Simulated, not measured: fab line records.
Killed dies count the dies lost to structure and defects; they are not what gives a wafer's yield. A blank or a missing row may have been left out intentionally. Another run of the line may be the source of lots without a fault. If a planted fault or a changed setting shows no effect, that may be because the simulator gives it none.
The tool behind it: which one? :: flow gf180mcu :: Sampling: 14 lots, 42 wafers, 5 of 602 route steps

WHAT THE GAUGES READ, wafer by wafer
GF_V2_THK_MEAS_25: measures by xrf. Usual: V2_W_THK 348 nm, standard deviation 4.3.
lot: L193
measured: day 20 04:18
on: filmMetro-02
V2_W_THK (nm): 348 353 350
flag: 

lot: L194
measured: day 20 15:57
on: filmMetro-02
V2_W_THK (nm): 356 357 360
flag: 

lot: L197
measured: day 22 01:19
on: filmMetro-04
V2_W_THK (nm): 347 346 346
flag: 

lot: L200
measured: day 22 22:37
on: filmMetro-03
V2_W_THK (nm): 352 344 343
flag: 

lot: L201
measured: day 23 09:49
on: filmMetro-03
V2_W_THK (nm): 347 350 346
flag: 

lot: L202
measured: day 23 15:31
on: filmMetro-04
V2_W_THK (nm): 344 349 348
flag: 

lot: L203
measured: day 24 05:50
on: filmMetro-02
V2_W_THK (nm): 352 357 353
flag: 

lot: L205
measured: day 24 17:16
on: filmMetro-02
V2_W_THK (nm): 352 349 351
flag: 

lot: L206
measured: day 25 00:08
on: filmMetro-02
V2_W_THK (nm): 352 353 352
flag: 

lot: L210
measured: day 26 08:10
on: filmMetro-02
V2_W_THK (nm): 349 346 346
flag: 

lot: L211
measured: day 26 16:10
on: filmMetro-02
V2_W_THK (nm): 350 350 352
flag: 

lot: L214
measured: day 27 09:36
on: filmMetro-04
V2_W_THK (nm): 347 347 345
flag: 

lot: L215
measured: day 27 15:43
on: filmMetro-04
V2_W_THK (nm): 343 341 340
flag: 

lot: L216
measured: day 27 23:31
on: filmMetro-02
V2_W_THK (nm): 355 353 355
flag: 

GF_M3_THK_MEAS_06: measures by xrf. Usual: M3_ALCU_THK 449 nm, standard deviation 4.6.
lot: L193
measured: day 20 05:00
on: filmMetro-01
M3_ALCU_THK (nm): 445 449 445
flag: 

lot: L194
measured: day 20 16:40
on: filmMetro-02
M3_ALCU_THK (nm): 444 450 444
flag: 

lot: L197
measured: day 22 02:02
on: filmMetro-01
M3_ALCU_THK (nm): 446 450 453
flag: 

lot: L200
measured: day 22 23:19
on: filmMetro-02
M3_ALCU_THK (nm): 451 454 455
flag: 

lot: L201
measured: day 23 10:31
on: filmMetro-01
M3_ALCU_THK (nm): 439 445 445
flag: 

lot: L202
measured: day 23 16:13
on: filmMetro-02
M3_ALCU_THK (nm): 444 447 445
flag: 

lot: L203
measured: day 24 06:32
on: filmMetro-02
M3_ALCU_THK (nm): 452 453 453
flag: 

lot: L205
measured: day 24 17:58
on: filmMetro-03
M3_ALCU_THK (nm): 456 453 449
flag: 

lot: L206
measured: day 25 00:50
on: filmMetro-02
M3_ALCU_THK (nm): 457 450 459
flag: 

lot: L210
measured: day 26 08:52
on: filmMetro-03
M3_ALCU_THK (nm): 511 508 507
flag: OFF

lot: L211
measured: day 26 16:52
on: filmMetro-03
M3_ALCU_THK (nm): 504 504 501
flag: OFF

lot: L214
measured: day 27 10:18
on: filmMetro-03
M3_ALCU_THK (nm): 455 453 457
flag: 

lot: L215
measured: day 27 16:25
on: filmMetro-02
M3_ALCU_THK (nm): 442 446 444
flag: 

lot: L216
measured: day 28 00:13
on: filmMetro-03
M3_ALCU_THK (nm): 453 448 451
flag: 

WHAT TOOL EACH LOT RAN ON (gives the tool, then ch and the chambers of the sampled wafers, and finally the start)
lot: L193
GF_V2_SPUTTER_21: pvdSputter-02, day 20 03:56
GF_M3_SPUTTER_00: pvdSputter-01, day 20 04:38
GF_M3_SPUTTER_04: pvdSputter-01, day 20 04:49

lot: L194
GF_V2_SPUTTER_21: pvdSputter-04, day 20 15:37
GF_M3_SPUTTER_00: pvdSputter-01, day 20 16:18
GF_M3_SPUTTER_04: pvdSputter-01, day 20 16:29

lot: L197
GF_V2_SPUTTER_21: pvdSputter-04, day 22 00:59
GF_M3_SPUTTER_00: pvdSputter-03, day 22 01:40
GF_M3_SPUTTER_04: pvdSputter-03, day 22 01:52

lot: L200
GF_V2_SPUTTER_21: pvdSputter-02, day 22 22:17
GF_M3_SPUTTER_00: pvdSputter-02, day 22 22:59
GF_M3_SPUTTER_04: pvdSputter-02, day 22 23:10

lot: L201
GF_V2_SPUTTER_21: pvdSputter-04, day 23 09:27
GF_M3_SPUTTER_00: pvdSputter-03, day 23 10:09
GF_M3_SPUTTER_04: pvdSputter-03, day 23 10:20

lot: L202
GF_V2_SPUTTER_21: pvdSputter-03, day 23 15:09
GF_M3_SPUTTER_00: pvdSputter-01, day 23 15:51
GF_M3_SPUTTER_04: pvdSputter-01, day 23 16:02

lot: L203
GF_V2_SPUTTER_21: pvdSputter-04, day 24 05:29
GF_M3_SPUTTER_00: pvdSputter-02, day 24 06:11
GF_M3_SPUTTER_04: pvdSputter-02, day 24 06:22

lot: L205
GF_V2_SPUTTER_21: pvdSputter-04, day 24 16:56
GF_M3_SPUTTER_00: pvdSputter-01, day 24 17:38
GF_M3_SPUTTER_04: pvdSputter-01, day 24 17:49

lot: L206
GF_V2_SPUTTER_21: pvdSputter-02, day 24 23:47
GF_M3_SPUTTER_00: pvdSputter-01, day 25 00:28
GF_M3_SPUTTER_04: pvdSputter-01, day 25 00:39

lot: L210
GF_V2_SPUTTER_21: pvdSputter-03, day 26 07:50
GF_M3_SPUTTER_00: pvdSputter-01, day 26 08:31
GF_M3_SPUTTER_04: pvdSputter-01, day 26 08:42

lot: L211
GF_V2_SPUTTER_21: pvdSputter-02, day 26 15:50
GF_M3_SPUTTER_00: pvdSputter-03, day 26 16:31
GF_M3_SPUTTER_04: pvdSputter-03, day 26 16:42

lot: L214
GF_V2_SPUTTER_21: pvdSputter-02, day 27 09:16
GF_M3_SPUTTER_00: pvdSputter-03, day 27 09:57
GF_M3_SPUTTER_04: pvdSputter-03, day 27 10:08

lot: L215
GF_V2_SPUTTER_21: pvdSputter-04, day 27 15:20
GF_M3_SPUTTER_00: pvdSputter-02, day 27 16:04
GF_M3_SPUTTER_04: pvdSputter-02, day 27 16:15

lot: L216
GF_V2_SPUTTER_21: pvdSputter-02, day 27 23:10
GF_M3_SPUTTER_00: pvdSputter-02, day 27 23:51
GF_M3_SPUTTER_04: pvdSputter-02, day 28 00:02
- GF_V2_SPUTTER_21: material Ti, target thk 15 nm, time 80.02 s.
- GF_M3_SPUTTER_00: material Ti, target thk 37.5 nm, time 150 s.
- GF_M3_SPUTTER_04: material TiN, target thk 50 nm, time 41.7 s.

AS READ BY THE TOOLS THEMSELVES (means over the sampled wafers that have a number; for cases with no such wafer, the mark the record gives instead)
GF_V2_SPUTTER_21. Usual: cathodeDcPowerW 2500.0 W, standard deviation 0.41; chamberPressurePa 5.000 Pa, standard deviation 0.011; substrateTempC 200.00 C, standard deviation 0.16; throttleValvePct 29.9 %, standard deviation 1.3.
lot: L193
tool: pvdSputter-02
cathodeDcPowerW (W): 2499.7
chamberPressurePa (Pa): 5.003
substrateTempC (C): 200.01
throttleValvePct (%): 29.7
flag: 

lot: L194
tool: pvdSputter-04
cathodeDcPowerW (W): 2500.3
chamberPressurePa (Pa): 5.002
substrateTempC (C): 199.97
throttleValvePct (%): 29.0
flag: 

lot: L197
tool: pvdSputter-04
cathodeDcPowerW (W): 2500.4
chamberPressurePa (Pa): 4.996
substrateTempC (C): 200.08
throttleValvePct (%): 28.0
flag: 

lot: L200
tool: pvdSputter-02
cathodeDcPowerW (W): 2500.3
chamberPressurePa (Pa): 4.991
substrateTempC (C): 200.04
throttleValvePct (%): 29.7
flag: 

lot: L201
tool: pvdSputter-04
cathodeDcPowerW (W): 2499.9
chamberPressurePa (Pa): 4.998
substrateTempC (C): 199.93
throttleValvePct (%): 29.5
flag: 

lot: L202
tool: pvdSputter-03
cathodeDcPowerW (W): 2499.8
chamberPressurePa (Pa): 5.006
substrateTempC (C): 199.96
throttleValvePct (%): 30.3
flag: 

lot: L203
tool: pvdSputter-04
cathodeDcPowerW (W): 2500.0
chamberPressurePa (Pa): 4.994
substrateTempC (C): 200.18
throttleValvePct (%): 30.6
flag: 

lot: L205
tool: pvdSputter-04
cathodeDcPowerW (W): 2500.1
chamberPressurePa (Pa): 4.992
substrateTempC (C): 200.05
throttleValvePct (%): 29.0
flag: 

lot: L206
tool: pvdSputter-02
cathodeDcPowerW (W): 2499.9
chamberPressurePa (Pa): 4.998
substrateTempC (C): 200.06
throttleValvePct (%): 31.1
flag: 

lot: L210
tool: pvdSputter-03
cathodeDcPowerW (W): 2499.8
chamberPressurePa (Pa): 5.019
substrateTempC (C): 199.92
throttleValvePct (%): 30.1
flag: 

lot: L211
tool: pvdSputter-02
cathodeDcPowerW (W): 2499.3
chamberPressurePa (Pa): 4.996
substrateTempC (C): 199.98
throttleValvePct (%): 30.3
flag: 

lot: L214
tool: pvdSputter-02
cathodeDcPowerW (W): 2500.0
chamberPressurePa (Pa): 5.000
substrateTempC (C): 200.05
throttleValvePct (%): 31.0
flag: 

lot: L215
tool: pvdSputter-04
cathodeDcPowerW (W): 2500.2
chamberPressurePa (Pa): 5.000
substrateTempC (C): 199.96
throttleValvePct (%): 30.4
flag: 

lot: L216
tool: pvdSputter-02
cathodeDcPowerW (W): 2500.1
chamberPressurePa (Pa): 4.997
substrateTempC (C): 199.91
throttleValvePct (%): 30.5
flag: 

GF_M3_SPUTTER_00. Usual: cathodeDcPowerW 4000.1 W, standard deviation 0.72; chamberPressurePa 2.000 Pa, standard deviation 0.0041; substrateTempC 199.99 C, standard deviation 0.14; throttleValvePct 30.3 %, standard deviation 1.
lot: L193
tool: pvdSputter-01
cathodeDcPowerW (W): 4000.4
chamberPressurePa (Pa): 2.006
substrateTempC (C): 199.92
throttleValvePct (%): 30.4
flag: 

lot: L194
tool: pvdSputter-01
cathodeDcPowerW (W): 4000.2
chamberPressurePa (Pa): 2.002
substrateTempC (C): 200.13
throttleValvePct (%): 30.0
flag: 

lot: L197
tool: pvdSputter-03
cathodeDcPowerW (W): 3999.5
chamberPressurePa (Pa): 1.998
substrateTempC (C): 200.10
throttleValvePct (%): 30.1
flag: 

lot: L200
tool: pvdSputter-02
cathodeDcPowerW (W): 4000.4
chamberPressurePa (Pa): 1.999
substrateTempC (C): 200.13
throttleValvePct (%): 29.4
flag: 

lot: L201
tool: pvdSputter-03
cathodeDcPowerW (W): 3999.7
chamberPressurePa (Pa): 1.999
substrateTempC (C): 199.95
throttleValvePct (%): 30.6
flag: 

lot: L202
tool: pvdSputter-01
cathodeDcPowerW (W): 4000.1
chamberPressurePa (Pa): 1.998
substrateTempC (C): 199.93
throttleValvePct (%): 31.0
flag: 

lot: L203
tool: pvdSputter-02
cathodeDcPowerW (W): 3999.7
chamberPressurePa (Pa): 2.003
substrateTempC (C): 200.13
throttleValvePct (%): 30.8
flag: 

lot: L205
tool: pvdSputter-01
cathodeDcPowerW (W): 4000.6
chamberPressurePa (Pa): 1.999
substrateTempC (C): 200.03
throttleValvePct (%): 30.0
flag: 

lot: L206
tool: pvdSputter-01
cathodeDcPowerW (W): 3999.9
chamberPressurePa (Pa): 2.001
substrateTempC (C): 199.88
throttleValvePct (%): 30.0
flag: 

lot: L210
tool: pvdSputter-01
cathodeDcPowerW (W): 4000.1
chamberPressurePa (Pa): 1.999
substrateTempC (C): 199.98
throttleValvePct (%): 29.4
flag: 

lot: L211
tool: pvdSputter-03
cathodeDcPowerW (W): 4000.7
chamberPressurePa (Pa): 2.000
substrateTempC (C): 199.95
throttleValvePct (%): 30.4
flag: 

lot: L214
tool: pvdSputter-03
cathodeDcPowerW (W): 4000.1
chamberPressurePa (Pa): 1.999
substrateTempC (C): 199.91
throttleValvePct (%): 30.5
flag: 

lot: L215
tool: pvdSputter-02
cathodeDcPowerW (W): 3999.9
chamberPressurePa (Pa): 1.998
substrateTempC (C): 200.01
throttleValvePct (%): 30.8
flag: 

lot: L216
tool: pvdSputter-02
cathodeDcPowerW (W): 3999.6
chamberPressurePa (Pa): 2.002
substrateTempC (C): 200.12
throttleValvePct (%): 30.4
flag: 

GF_M3_SPUTTER_04. Usual: cathodeDcPowerW 6499.9 W, standard deviation 1.2; chamberPressurePa 0.4000 Pa, standard deviation 0.00091; throttleValvePct 30.3 %, standard deviation 1.
lot: L193
tool: pvdSputter-01
cathodeDcPowerW (W): 6499.2
chamberPressurePa (Pa): 0.3995
throttleValvePct (%): 30.3
flag: 

lot: L194
tool: pvdSputter-01
cathodeDcPowerW (W): 6500.1
chamberPressurePa (Pa): 0.3998
throttleValvePct (%): 30.3
flag: 

lot: L197
tool: pvdSputter-03
cathodeDcPowerW (W): 6500.0
chamberPressurePa (Pa): 0.4001
throttleValvePct (%): 30.0
flag: 

lot: L200
tool: pvdSputter-02
cathodeDcPowerW (W): 6500.1
chamberPressurePa (Pa): 0.3998
throttleValvePct (%): 29.3
flag: 

lot: L201
tool: pvdSputter-03
cathodeDcPowerW (W): 6499.3
chamberPressurePa (Pa): 0.4005
throttleValvePct (%): 30.4
flag: 

lot: L202
tool: pvdSputter-01
cathodeDcPowerW (W): 6499.4
chamberPressurePa (Pa): 0.3992
throttleValvePct (%): 30.8
flag: 

lot: L203
tool: pvdSputter-02
cathodeDcPowerW (W): 6500.5
chamberPressurePa (Pa): 0.3999
throttleValvePct (%): 30.8
flag: 

lot: L205
tool: pvdSputter-01
cathodeDcPowerW (W): 6500.1
chamberPressurePa (Pa): 0.3998
throttleValvePct (%): 30.0
flag: 

lot: L206
tool: pvdSputter-01
cathodeDcPowerW (W): 6499.7
chamberPressurePa (Pa): 0.3980
throttleValvePct (%): 30.0
flag: 

lot: L210
tool: pvdSputter-01
cathodeDcPowerW (W): -
chamberPressurePa (Pa): -
throttleValvePct (%): -
flag: OFF

lot: L211
tool: pvdSputter-03
cathodeDcPowerW (W): -
chamberPressurePa (Pa): -
throttleValvePct (%): -
flag: OFF

lot: L214
tool: pvdSputter-03
cathodeDcPowerW (W): 6498.7
chamberPressurePa (Pa): 0.3995
throttleValvePct (%): 30.5
flag: 

lot: L215
tool: pvdSputter-02
cathodeDcPowerW (W): 6499.5
chamberPressurePa (Pa): 0.3996
throttleValvePct (%): 30.8
flag: 

lot: L216
tool: pvdSputter-02
cathodeDcPowerW (W): 6499.9
chamberPressurePa (Pa): 0.4004
throttleValvePct (%): 30.3
flag: 

THE ANSWER, worked out from the rows above alone
Rule: a lot is off if the mean of its wafers that have a number lies more than 3 standard deviations from the usual mean. Also off: a lot with no number at a reading for which 4 or more lots have one. All remaining lots with rows at the step are treated as sound. After the gauges, taken in route order, come the tools' own readings; for these a lot's mean is taken, as printed above. At the first step where some lot is off, the reading lying furthest off is the one used; lots without a number count as furthest.
Off: at GF_M3_THK_MEAS_06 (M3_ALCU_THK), L210, L211.
A tool fits if, at a process step before that reading, it ran every lot that is off, and no sound lot after the first of them. The gauges at GF_M3_THK_MEAS_06 aren't tried: what is off there is off at GF_M3_SPUTTER_04 too, on other tools, and a gauge's error can't cause that. No candidate that was tried fits.

WHAT HAD BEEN PUT IN BY THE SIMULATOR
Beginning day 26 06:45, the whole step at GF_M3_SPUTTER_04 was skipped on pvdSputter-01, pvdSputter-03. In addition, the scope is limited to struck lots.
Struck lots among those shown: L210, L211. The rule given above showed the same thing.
